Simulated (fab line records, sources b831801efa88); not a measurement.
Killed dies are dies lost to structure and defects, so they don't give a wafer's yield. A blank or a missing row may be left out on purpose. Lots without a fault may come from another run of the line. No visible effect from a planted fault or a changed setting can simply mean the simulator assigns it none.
One fault through the eyes of 2 desks || flow gf180mcu || what lay behind the numbers comes last; until then each desk has only its own

== AT THE METROLOGY DESK ==
What the gauges read, lot by lot, whatever tool the lot ran on: means of the sampled wafers that have a number. Any lot whose mean is over 4 standard deviations away from the usual mean is out of limits and marked OUT; that distance is given in the brackets.
Columns: A = STI_OXIDATION_01_THK at GF_STI_THK_MEAS_22, usual 15.05 nm; B = NWELL_TW at GF_NWELL_TW_MEAS_11, usual 1559; C = VT_IMPLANT_OVL at GF_VT_IMPLANT_OVL_MEAS_07, usual 0.4 nm
{"lot": "L516", "first seen here": "day 2 03:44", "A": 15.11, "B": 1570, "C": 1.8}
{"lot": "L517", "first seen here": "day 2 08:16", "A": 14.74, "B": 1563, "C": -1.0}
{"lot": "L518", "first seen here": "day 2 14:16", "A": 15.06, "B": 1568, "C": 1.3}
{"lot": "L519", "first seen here": "day 2 21:07", "A": 15.18, "B": 1559, "C": 1.8}
{"lot": "L521", "first seen here": "day 3 06:10", "A": 15.30, "B": 1553, "C": -0.0}
{"lot": "L522", "first seen here": "day 3 09:38", "A": 15.14, "B": 1547, "C": -0.0}
{"lot": "L523", "first seen here": "day 3 15:11", "A": 15.16, "B": 1561, "C": 1.5}
{"lot": "L525", "first seen here": "day 4 01:01", "A": 15.27, "B": 1553, "C": 0.8}
{"lot": "L526", "first seen here": "day 4 06:21", "A": 14.42, "B": 1555, "C": -1.0}
{"lot": "L527", "first seen here": "day 4 12:55", "A": 15.05, "B": 1557, "C": 0.2}
{"lot": "L529", "first seen here": "day 4 23:14", "A": 15.36, "B": 1571, "C": -0.2}
{"lot": "L534", "first seen here": "day 5 23:44", "A": 14.78, "B": 1552, "C": 1.6}
{"lot": "L536", "first seen here": "day 6 11:47", "A": 15.30, "B": 1543, "C": -0.0}
{"lot": "L537", "first seen here": "day 6 17:25", "A": 14.93, "B": 1568, "C": 0.4}
This desk found nothing out of limits on any of the 14 lots.

== THE TOOL OWNER'S DESK: cmp-02 ==
The tool's own readings at GF_STI_CMP_25 (polishes, stops on Si3N4, t overpolish 33 s, target thk 524.6 nm): means of the sampled wafers that have a number, for each lot that ran on this tool. Any lot whose mean is over 4 standard deviations away from the usual mean is out of limits and marked OUT; that distance is given in the brackets.
Columns: A = motor current A at GF_STI_CMP_25, usual 12.0 A; B = overpolish run s at GF_STI_CMP_25, usual 33.000 s; C = slurry flow ml min at GF_STI_CMP_25, usual 149.9; D = time to endpoint s at GF_STI_CMP_25, usual 122 s
{"lot": "L517", "first seen here": "day 2 08:27", "A": 12.4, "B": 33.007, "C": 149.8, "D": 115}
{"lot": "L519", "first seen here": "day 2 21:21", "A": 11.6, "B": 32.997, "C": 149.6, "D": 117}
{"lot": "L522", "first seen here": "day 3 09:53", "A": 12.4, "B": 33.010, "C": 149.8, "D": 114}
{"lot": "L525", "first seen here": "day 4 01:13", "A": 12.3, "B": 33.002, "C": 150.3, "D": 115}
{"lot": "L526", "first seen here": "day 4 06:35", "A": 13.0, "B": 32.996, "C": 150.5, "D": 119}
{"lot": "L534", "first seen here": "day 6 00:04", "A": 12.0, "B": 32.990, "C": 149.6, "D": 120}
{"lot": "L536", "first seen here": "day 6 11:59", "A": 12.2, "B": 33.006, "C": 150.4, "D": "173 (+11) OUT"}
{"lot": "L537", "first seen here": "day 6 17:40", "A": 11.8, "B": 33.000, "C": 149.9, "D": "204 (+17) OUT"}
This desk's verdict: out of limits on L536, L537, starting with L536 at day 6 11:59 (time to endpoint s at GF_STI_CMP_25). L517, L519, L522, L525, L526, L534: within limits.

== TAKEN TOGETHER ==
An alarm could have come from the tool owner's desk at day 6 11:59, on L536, L537.
The metrology desk saw nothing out of limits.
The metrology desk holds a record of L536, L537, inside its limits.
Of the lots named, all ran GF_STI_CMP_25 on cmp-02.

== WHAT WAS PUT IN BY THE SIMULATOR ==
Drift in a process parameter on cmp-02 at GF_STI_CMP_25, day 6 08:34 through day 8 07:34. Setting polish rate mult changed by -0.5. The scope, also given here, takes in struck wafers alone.
Shown lots that were struck: L536, L537.
Each desk's first reading out of limits, in hours after the fault started: the tool owner's desk, 3.
